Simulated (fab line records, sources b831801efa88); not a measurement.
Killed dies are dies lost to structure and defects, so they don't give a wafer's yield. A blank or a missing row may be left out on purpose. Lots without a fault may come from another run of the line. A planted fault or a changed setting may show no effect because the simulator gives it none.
Which tool did it? | flow gf180mcu | 12 lots, 36 wafers sampled, at 5 steps of a route of 602

WHAT THE GAUGES READ, wafer by wafer
GF_POLY_GATE_OVL_MEAS_11.
lot  | measured     | on         | POLY_GATE_OVL (nm)
L841 | day 9 01:44  | overlay-01 | 2 3 5
L842 | day 9 12:53  | overlay-02 | -17 -7 -6
L843 | day 9 18:19  | overlay-02 | -2 -12 -8
L844 | day 9 23:52  | overlay-02 | -1 -4 -1
L848 | day 11 07:38 | overlay-01 | 5 -4 0
L853 | day 12 18:08 | overlay-01 | 4 -1 4
L857 | day 13 23:16 | overlay-01 | 2 -7 -4
L859 | day 14 13:44 | overlay-02 | 6 1 -2
L861 | day 15 05:25 | overlay-01 | -5 -2 -4
L862 | day 15 11:46 | overlay-01 | 10 5 1
L863 | day 15 15:55 | overlay-02 | 6 0 -3
L864 | day 16 03:05 | overlay-01 | -2 -3 -5

GF_NSD_TW_MEAS_12.
lot  | measured     | on            | NSD_TW
L841 | day 13 04:47 | film_metro-03 | 4210 4222 4224
L842 | day 13 17:37 | film_metro-03 | 4175 4207 4213
L843 | day 14 01:07 | film_metro-04 | 4260 4258 4266
L844 | day 14 07:58 | film_metro-01 | 4232 4233 4223
L848 | day 15 18:07 | film_metro-03 | 4202 4220 4211
L853 | day 17 12:29 | film_metro-03 | 4196 4218 4220
L857 | day 18 22:40 | film_metro-03 | 4163 4163 4193
L859 | day 19 15:04 | film_metro-03 | 4215 4235 4225
L861 | day 20 08:59 | film_metro-04 | 4275 4254 4264
L862 | day 20 14:58 | film_metro-01 | 4246 4229 4247
L863 | day 20 18:52 | film_metro-01 | 4249 4228 4272
L864 | day 21 08:43 | film_metro-01 | 4254 4248 4246

GF_CONTACT_RS_MEAS_25: measures by four-point-probe.
lot  | measured     | on            | CONTACT_W_RS (ohm/sq)
L841 | day 15 22:14 | film_metro-01 | 0.382 0.375 0.381
L842 | day 16 13:11 | film_metro-02 | 0.379 0.379 0.384
L843 | day 16 20:46 | film_metro-04 | 0.382 0.386 0.385
L844 | day 17 04:58 | film_metro-02 | 0.388 0.380 0.383
L848 | day 18 17:08 | film_metro-01 | 0.381 0.381 0.381
L853 | day 20 15:56 | film_metro-02 | 0.374 0.502 0.375 0.374 0.502 0.376
L857 | day 22 00:41 | film_metro-04 | 0.386 0.387 0.383
L859 | day 22 18:09 | film_metro-02 | 0.391 0.383 0.395
L861 | day 23 10:23 | film_metro-02 | 0.378 0.377 0.376
L862 | day 23 16:26 | film_metro-01 | 0.387 0.388 0.382
L863 | day 23 20:34 | film_metro-02 | 0.385 0.384 0.383
L864 | day 24 09:50 | film_metro-02 | 0.388 0.391 0.392

GF_CONTACT_THK_MEAS_26: measures by xrf.
lot  | measured     | on            | CONTACT_W_THK (nm)
L841 | day 15 22:20 | film_metro-01 | 293 297 293
L842 | day 16 13:18 | film_metro-02 | 296 297 293
L843 | day 16 20:53 | film_metro-04 | 296 295 295
L844 | day 17 05:05 | film_metro-02 | 291 297 291
L848 | day 18 17:15 | film_metro-01 | 294 295 296
L853 | day 20 22:05 | film_metro-02 | 300 225 299 301 225 298
L857 | day 22 00:48 | film_metro-04 | 295 296 299
L859 | day 22 18:15 | film_metro-02 | 287 294 283
L861 | day 23 10:30 | film_metro-02 | 300 298 299
L862 | day 23 16:33 | film_metro-01 | 294 294 299
L863 | day 23 20:40 | film_metro-02 | 294 294 295
L864 | day 24 09:58 | film_metro-02 | 292 289 289

WHICH TOOL RAN EACH LOT (tool, then ch and the chambers of the sampled wafers, then the start)
lot  | GF_CONTACT_CVD_24
L841 | cvd_w-02 ch 0,1, day 15 22:07
L842 | cvd_w-01 ch 0,1, day 16 13:05
L843 | cvd_w-01 ch 0,1, day 16 20:40
L844 | cvd_w-01 ch 0,1, day 17 04:52
L848 | cvd_w-02 ch 0,1, day 18 17:02
L853 | cvd_w-02 ch 0,1, day 20 15:49
L857 | cvd_w-01 ch 0,1, day 22 00:35
L859 | cvd_w-01 ch 0,1, day 22 18:02
L861 | cvd_w-02 ch 0,1, day 23 10:16
L862 | cvd_w-01 ch 0,1, day 23 16:20
L863 | cvd_w-01 ch 1, day 23 20:26
L864 | cvd_w-01 ch 0,1, day 24 09:44
- GF_CONTACT_CVD_24: deposits W, target thk 300 nm, time 90.339 s.

WHAT THE TOOLS THEMSELVES READ (means of the sampled wafers that have a number; where no wafer has one, the mark that the record gives instead)
GF_CONTACT_CVD_24.
lot  | tool     | heater_power_w (W)
L841 | cvd_w-02 | 909
L842 | cvd_w-01 | 921
L843 | cvd_w-01 | 895
L844 | cvd_w-01 | 917
L848 | cvd_w-02 | 927
L853 | cvd_w-02 | 979
L857 | cvd_w-01 | 896
L859 | cvd_w-01 | 848
L861 | cvd_w-02 | 919
L862 | cvd_w-01 | 840
L863 | cvd_w-01 | 941
L864 | cvd_w-01 | 839

THE ANSWER, worked out from the rows above alone
Rule: what is usual is taken from the lots themselves. Put in order of their means at a reading, lots are off if they are a third of the lots or fewer, leave a main group of 4 or more, and stand apart from it by a gap of 3 or more times the standard deviation of the main group's means; of several such gaps the widest counts. A main group whose means are all the same, to the digits that the tables above print for the reading, isn't used. A lot without any number at a reading at which 4 lots or more have one is off too. The other lots that the step has rows for count as sound. The gauges are gone through in route order, then the tools' own readings, and for those a lot's mean is taken as printed above. The first step at which some lot is off is used, and at that step the reading that is off furthest; a lot without a number counts as furthest.
Off: L853, at GF_CONTACT_RS_MEAS_25 (CONTACT_W_RS). The main group: mean 0.384 ohm/sq, standard deviation 0.0039.
A tool fits if, at a process step before that reading, it ran every lot that is off, and no sound lot after the first of them. The gauges at GF_CONTACT_RS_MEAS_25 are tried like those tools. None of those tried fits.

WHAT THE SIMULATOR HAD PUT IN
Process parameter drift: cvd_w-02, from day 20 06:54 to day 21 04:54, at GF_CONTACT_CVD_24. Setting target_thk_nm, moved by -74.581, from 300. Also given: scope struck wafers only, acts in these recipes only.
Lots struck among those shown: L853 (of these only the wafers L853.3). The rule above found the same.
